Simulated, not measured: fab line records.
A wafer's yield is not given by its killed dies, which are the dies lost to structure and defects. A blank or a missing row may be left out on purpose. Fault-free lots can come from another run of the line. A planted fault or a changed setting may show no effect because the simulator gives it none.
Which tool was responsible? / flow sky130 / 14 lots, 42 wafers sampled, at 4 steps of a route of 708

WHAT EACH GAUGE READ, for each wafer
SKY_VT_ADJUST_PCH_OVL_MEAS_07. Usual: for VT_ADJUST_PCH_OVL the level is 0.4 nm and the standard deviation is 1.4.
lot=L160; measured=day 10 07:14; on=overlay-01; VT_ADJUST_PCH_OVL (nm)=1.1 0.0 -0.2; flag=
lot=L165; measured=day 12 00:30; on=overlay-01; VT_ADJUST_PCH_OVL (nm)=3.8 3.1 3.4; flag=
lot=L167; measured=day 12 15:27; on=overlay-01; VT_ADJUST_PCH_OVL (nm)=-1.1 -0.9 -0.3; flag=
lot=L170; measured=day 13 10:41; on=overlay-02; VT_ADJUST_PCH_OVL (nm)=1.1 -1.0 0.4; flag=
lot=L171; measured=day 13 22:15; on=overlay-02; VT_ADJUST_PCH_OVL (nm)=0.2 -0.6 -1.1; flag=
lot=L172; measured=day 14 16:14; on=overlay-01; VT_ADJUST_PCH_OVL (nm)=-1.4 -0.6 0.1; flag=
lot=L175; measured=day 15 05:04; on=overlay-01; VT_ADJUST_PCH_OVL (nm)=-0.8 -0.3 -2.6; flag=
lot=L176; measured=day 15 14:34; on=overlay-01; VT_ADJUST_PCH_OVL (nm)=1.4 0.7 -1.0; flag=
lot=L178; measured=day 16 06:31; on=overlay-02; VT_ADJUST_PCH_OVL (nm)=1.9 0.1 1.1; flag=
lot=L179; measured=day 16 13:44; on=overlay-02; VT_ADJUST_PCH_OVL (nm)=0.0 0.2 -1.5; flag=
lot=L180; measured=day 16 20:29; on=overlay-02; VT_ADJUST_PCH_OVL (nm)=-1.4 -1.8 -0.2; flag=
lot=L181; measured=day 17 02:40; on=overlay-02; VT_ADJUST_PCH_OVL (nm)=0.1 0.7 -0.3; flag=
lot=L182; measured=day 17 11:13; on=overlay-02; VT_ADJUST_PCH_OVL (nm)=0.9 1.3 0.9; flag=
lot=L183; measured=day 17 17:31; on=overlay-01; VT_ADJUST_PCH_OVL (nm)=0.6 -0.2 1.2; flag=

SKY_SONOS_ONO_THK_MEAS_03. Usual: for SONOS_ONO_CVD_02_THK the level is 10.45 nm and the standard deviation is 0.15.
lot=L160; measured=day 11 09:35; on=film metro-01; SONOS_ONO_CVD_02_THK (nm)=10.48 10.57 10.60; flag=
lot=L165; measured=day 13 05:32; on=film metro-01; SONOS_ONO_CVD_02_THK (nm)=10.55 10.70 10.58; flag=
lot=L167; measured=day 13 22:04; on=film metro-04; SONOS_ONO_CVD_02_THK (nm)=10.63 10.65 10.56; flag=
lot=L170; measured=day 14 17:20; on=film metro-02; SONOS_ONO_CVD_02_THK (nm)=10.64 10.67 10.62; flag=
lot=L171; measured=day 15 03:57; on=film metro-02; SONOS_ONO_CVD_02_THK (nm)=10.43 10.45 10.48; flag=
lot=L172; measured=day 16 03:00; on=film metro-01; SONOS_ONO_CVD_02_THK (nm)=10.36 10.30 10.38; flag=
lot=L175; measured=day 16 17:04; on=film metro-04; SONOS_ONO_CVD_02_THK (nm)=10.43 10.44 10.44; flag=
lot=L176; measured=day 16 21:39; on=film metro-02; SONOS_ONO_CVD_02_THK (nm)=10.45 10.30 10.30; flag=
lot=L178; measured=day 17 17:12; on=film metro-01; SONOS_ONO_CVD_02_THK (nm)=10.31 10.29 10.30; flag=
lot=L179; measured=day 17 21:34; on=film metro-02; SONOS_ONO_CVD_02_THK (nm)=10.56 10.45 10.47; flag=
lot=L180; measured=day 18 08:21; on=film metro-01; SONOS_ONO_CVD_02_THK (nm)=10.27 10.46 10.37; flag=
lot=L181; measured=day 18 14:17; on=film metro-02; SONOS_ONO_CVD_02_THK (nm)=10.39 10.45 10.38; flag=
lot=L182; measured=day 19 00:19; on=film metro-04; SONOS_ONO_CVD_02_THK (nm)=10.14 10.20 10.19; flag=
lot=L183; measured=day 19 03:55; on=film metro-01; SONOS_ONO_CVD_02_THK (nm)=10.30 10.12 10.39; flag=

SKY_LDD_P_OVL_MEAS_08. Usual: for LDD_P_OVL the level is -0.8 nm and the standard deviation is 1.5.
lot=L160; measured=day 18 20:14; on=overlay-02; LDD_P_OVL (nm)=0.8 -0.4 -1.3; flag=
lot=L165; measured=day 21 00:48; on=overlay-01; LDD_P_OVL (nm)=0.5 0.0 -1.0; flag=
lot=L167; measured=day 21 22:06; on=overlay-02; LDD_P_OVL (nm)=0.1 2.0 0.7; flag=
lot=L170; measured=day 22 17:42; on=overlay-02; LDD_P_OVL (nm)=-0.1 1.5 0.7; flag=
lot=L171; measured=day 23 04:26; on=overlay-01; LDD_P_OVL (nm)=-0.7 -1.5 1.4; flag=
lot=L172; measured=day 24 03:41; on=overlay-01; LDD_P_OVL (nm)=-2.2 -0.7 -1.8; flag=
lot=L175; measured=day 24 18:41; on=overlay-01; LDD_P_OVL (nm)=1.7 1.0 0.3; flag=
lot=L176; measured=day 25 01:36; on=overlay-01; LDD_P_OVL (nm)=-2.4 -1.3 -1.8; flag=
lot=L180; measured=day 26 11:13; on=overlay-01; LDD_P_OVL (nm)=0.9 0.6 1.2; flag=
lot=L181; measured=day 26 13:01; on=overlay-01; LDD_P_OVL (nm)=-0.2 -0.1 -0.2; flag=
lot=L182; measured=day 27 01:05; on=overlay-01; LDD_P_OVL (nm)=0.5 1.2 1.8; flag=
lot=L183; measured=day 27 03:08; on=overlay-01; LDD_P_OVL (nm)=-3.1 -2.4 -1.9; flag=

WHICH TOOL RAN EACH LOT (tool, then ch and the chambers of the sampled wafers, then the start)
lot=L160; SKY_LDD_N_IMPLANT_14=implanter-01 ch 0, day 17 13:36
lot=L165; SKY_LDD_N_IMPLANT_14=implanter-02 ch 0, day 19 17:37
lot=L167; SKY_LDD_N_IMPLANT_14=implanter-02 ch 0, day 20 15:35
lot=L170; SKY_LDD_N_IMPLANT_14=implanter-02 ch 0, day 21 10:14
lot=L171; SKY_LDD_N_IMPLANT_14=implanter-02 ch 0, day 21 22:02
lot=L172; SKY_LDD_N_IMPLANT_14=implanter-01 ch 0, day 22 20:55
lot=L175; SKY_LDD_N_IMPLANT_14=implanter-01 ch 0, day 23 12:08
lot=L176; SKY_LDD_N_IMPLANT_14=implanter-01 ch 0, day 23 19:33
lot=L178; SKY_LDD_N_IMPLANT_14=implanter-01, day 24 16:08
lot=L179; SKY_LDD_N_IMPLANT_14=implanter-02, day 24 17:13
lot=L180; SKY_LDD_N_IMPLANT_14=implanter-02 ch 0, day 25 05:43
lot=L181; SKY_LDD_N_IMPLANT_14=implanter-02 ch 0, day 25 07:33
lot=L182; SKY_LDD_N_IMPLANT_14=implanter-02 ch 0, day 25 19:46
lot=L183; SKY_LDD_N_IMPLANT_14=implanter-02 ch 0, day 25 22:45
- SKY_LDD_N_IMPLANT_14

WHAT THE TOOLS THEMSELVES READ (means of the sampled wafers that have a number; where no wafer has one, the mark that the record gives instead)
SKY_LDD_N_IMPLANT_14. Usual: beam energy keV 50.000, standard deviation 0.016; beam on s 9.99 s, standard deviation 0.2; dose ions cm2 5e+12, standard deviation 5.3e+09; faraday current uA 28.2, standard deviation 0.55.
lot=L160; tool=implanter-01; beam energy keV=50.019; beam on s (s)=10.03; dose ions cm2=5e+12; faraday current uA=28.1; flag=
lot=L165; tool=implanter-02; beam energy keV=50.012; beam on s (s)=9.82; dose ions cm2=5e+12; faraday current uA=28.7; flag=
lot=L167; tool=implanter-02; beam energy keV=49.996; beam on s (s)=9.85; dose ions cm2=5e+12; faraday current uA=28.6; flag=
lot=L170; tool=implanter-02; beam energy keV=50.001; beam on s (s)=10.03; dose ions cm2=5e+12; faraday current uA=28.2; flag=
lot=L171; tool=implanter-02; beam energy keV=49.986; beam on s (s)=9.91; dose ions cm2=5e+12; faraday current uA=28.5; flag=
lot=L172; tool=implanter-01; beam energy keV=49.989; beam on s (s)=9.98; dose ions cm2=5e+12; faraday current uA=28.2; flag=
lot=L175; tool=implanter-01; beam energy keV=49.984; beam on s (s)=10.00; dose ions cm2=5e+12; faraday current uA=28.3; flag=
lot=L176; tool=implanter-01; beam energy keV=50.000; beam on s (s)=9.77; dose ions cm2=5e+12; faraday current uA=28.8; flag=
lot=L178; tool=implanter-01; beam energy keV=-; beam on s (s)=-; dose ions cm2=-; faraday current uA=-; flag=OFF
lot=L179; tool=implanter-02; beam energy keV=-; beam on s (s)=-; dose ions cm2=-; faraday current uA=-; flag=OFF
lot=L180; tool=implanter-02; beam energy keV=50.017; beam on s (s)=10.11; dose ions cm2=5e+12; faraday current uA=27.9; flag=
lot=L181; tool=implanter-02; beam energy keV=49.974; beam on s (s)=10.14; dose ions cm2=5e+12; faraday current uA=27.8; flag=
lot=L182; tool=implanter-02; beam energy keV=50.009; beam on s (s)=10.05; dose ions cm2=5e+12; faraday current uA=28.0; flag=
lot=L183; tool=implanter-02; beam energy keV=50.001; beam on s (s)=10.09; dose ions cm2=5e+12; faraday current uA=28.0; flag=

THE ANSWER, worked out from the rows above alone
Rule: a lot is off if the mean of its wafers that have a number lies more than 3 standard deviations from the usual mean. Also off: a lot with no number at a reading for which 4 or more lots have one. The other lots that the step has rows for count as sound. First the gauges in route order, then the tools' own readings, where a lot's mean is used as printed above. The first step at which some lot is off is used, and at that step the reading that is off furthest; a lot without a number counts as furthest.
Off: L178, L179 (SKY_LDD_N_IMPLANT_14, beam energy keV). Without a number there: L178, L179.
If a tool, at that step or one of the process steps before it, ran each lot that is off and ran no sound lot following the first of them, it fits. None of those tried fits.

WHAT WAS PUT IN BY THE SIMULATOR
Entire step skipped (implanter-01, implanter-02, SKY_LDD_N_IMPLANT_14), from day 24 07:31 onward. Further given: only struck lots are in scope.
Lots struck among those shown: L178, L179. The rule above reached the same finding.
